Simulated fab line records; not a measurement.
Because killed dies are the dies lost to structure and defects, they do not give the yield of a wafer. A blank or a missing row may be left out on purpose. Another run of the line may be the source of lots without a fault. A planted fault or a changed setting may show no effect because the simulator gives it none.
Chamber matching ; flow sky130 ; rie_diel-04 running SKY_VIA3_ETCH_14: 4 sister chambers
The step etches BARC in N2/H2, stops on SiO2, time 45.9 s, target depth 60 nm. 4 wafers are shown with their chamber, then 12 later ones without.

== WAFERS WITH THEIR CHAMBER ==
wafer;chamber;drypump_motor_current_A (A)
L092.5;3;5.2
L091.4;0;5.9
L091.5;2;6.3
L091.6;1;6.6

== WAFERS MISSING THEIR CHAMBER ==
wafer;drypump_motor_current_A (A)
L093.2;6.5
L093.3;6.3
L093.4;5.9
L095.1;6.3
L095.4;5.9
L095.6;5.2
L096.3;5.2
L096.4;6.6
L096.5;5.2
L097.1;6.6
L097.3;6.3
L097.5;5.9

== WHICH CHAMBER EACH WENT THROUGH ==
wafer;from the rows above;in truth
L093.2;1;1
L093.3;2;2
L093.4;0;0
L095.1;2;2
L095.4;0;0
L095.6;3;3
L096.3;3;3
L096.4;1;1
L096.5;3;3
L097.1;1;1
L097.3;2;2
L097.5;0;0
Correct placement for 12 of the 12. From these rows, 0 cannot be placed. 0 placed wrongly.
How it was worked out, from the rows above alone: a wafer's distance from a chamber is the root of the sum, over the readings, of the square of ((its reading less the chamber's mean) divided by the reading's scatter). If the next closest chamber is less than 2 further off than the closest, the wafer can't be placed; otherwise it belongs to the closest. Each chamber's mean is taken over the wafers shown for it. The scatter: root of mean squared gap, hidden wafer to nearest shown wafer, with one shown wafer a chamber.
